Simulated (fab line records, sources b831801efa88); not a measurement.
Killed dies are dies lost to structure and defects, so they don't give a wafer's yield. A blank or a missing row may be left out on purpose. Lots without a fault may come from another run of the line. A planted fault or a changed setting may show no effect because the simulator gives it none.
Which tool did it? | flow gf180mcu | 12 lots, 36 wafers sampled, at 2 steps of a route of 602

WHAT THE GAUGES READ, wafer by wafer
GF_V4_OVL_MEAS_15. Usual: V4_OVL -1 nm, standard deviation 5.2.
lot  | measured     | on         | V4_OVL (nm) | flag
L851 | day 24 17:58 | overlay-01 | 5 6 9       |
L852 | day 24 22:10 | overlay-02 | -11 -2 -10  |
L854 | day 25 13:11 | overlay-01 | 6 9 9       |
L855 | day 25 18:40 | overlay-01 | 3 5 5       |
L857 | day 26 13:14 | overlay-01 | -4 -3 -8    |
L859 | day 27 03:29 | overlay-02 | -5 -1 -10   |
L860 | day 27 06:08 | overlay-02 | -5 -1 -5    |
L861 | day 27 21:34 | overlay-02 | 0 4 4       |
L862 | day 28 05:34 | overlay-01 | -2 -3 9     |
L872 | day 31 03:02 | overlay-02 | 0 7 7       |
L873 | day 31 05:20 | overlay-01 | -1 -9 -2    |
L874 | day 31 13:04 | overlay-02 | -1 5 -2     |

WHICH TOOL RAN EACH LOT (tool, then ch and the chambers of the sampled wafers, then the start)
lot  | GF_M4_METAL_ETCH_16
L851 | rie_metal-01 ch 0,1, day 23 18:17
L852 | rie_metal-01 ch 0, day 23 22:47
L854 | rie_metal-03 ch 0,1, day 24 14:19
L855 | rie_metal-04 ch 0,1, day 24 20:40
L857 | rie_metal-04 ch 0,1, day 25 15:15
L859 | rie_metal-01 ch 0,1, day 26 05:53
L860 | rie_metal-04 ch 0, day 26 07:49
L861 | rie_metal-03 ch 0,1, day 26 23:46
L862 | rie_metal-03 ch 0,1, day 27 08:22
L872 | rie_metal-03 ch 0,1, day 30 07:23
L873 | rie_metal-01 ch 0,1, day 30 10:13
L874 | rie_metal-03 ch 0,1, day 30 18:13
- GF_M4_METAL_ETCH_16: etches the open film in Cl2/BCl3, stops on SiO2, target depth 627.5 nm, time 104.6 s.

WHAT THE TOOLS THEMSELVES READ (means of the sampled wafers that have a number; where no wafer has one, the mark that the record gives instead)
GF_M4_METAL_ETCH_16. Usual: drypump_motor_current_A 5.9 A, standard deviation 0.41; oes_product_au 0.972 a.u., standard deviation 0.0061; throttle_valve_pct 28.250 %, standard deviation 0.011.
lot  | tool         | drypump_motor_current_A (A) | oes_product_au (a.u.) | throttle_valve_pct (%) | flag
L851 | rie_metal-01 | 6.2                         | 0.973                 | 28.249                 |
L852 | rie_metal-01 | 5.5                         | 0.964                 | 28.264                 |
L854 | rie_metal-03 | 5.9                         | 0.972                 | 28.246                 |
L855 | rie_metal-04 | 6.0                         | 0.972                 | 28.248                 |
L857 | rie_metal-04 | 6.0                         | 0.976                 | 28.245                 |
L859 | rie_metal-01 | 5.9                         | 0.973                 | 28.256                 |
L860 | rie_metal-04 | 5.6                         | 0.977                 | 28.238                 |
L861 | rie_metal-03 | 5.7                         | 0.968                 | 28.252                 |
L862 | rie_metal-03 | 5.8                         | 0.972                 | 28.255                 |
L872 | rie_metal-03 | 5.8                         | 0.971                 | 28.254                 |
L873 | rie_metal-01 | 6.2                         | 0.972                 | 28.253                 |
L874 | rie_metal-03 | 5.7                         | 0.981                 | 28.245                 |

THE ANSWER, worked out from the rows above alone
Rule: a lot is off if the mean of its wafers that have a number lies more than 3 standard deviations from the usual mean. A lot without any number at a reading at which 4 lots or more have one is off too. The other lots that the step has rows for count as sound. The gauges are gone through in route order, then the tools' own readings, and for those a lot's mean is taken as printed above. The first step at which some lot is off is used, and at that step the reading that is off furthest; a lot without a number counts as furthest.
No lot is off at any reading shown: from this, nothing can be told.

WHAT THE SIMULATOR HAD PUT IN
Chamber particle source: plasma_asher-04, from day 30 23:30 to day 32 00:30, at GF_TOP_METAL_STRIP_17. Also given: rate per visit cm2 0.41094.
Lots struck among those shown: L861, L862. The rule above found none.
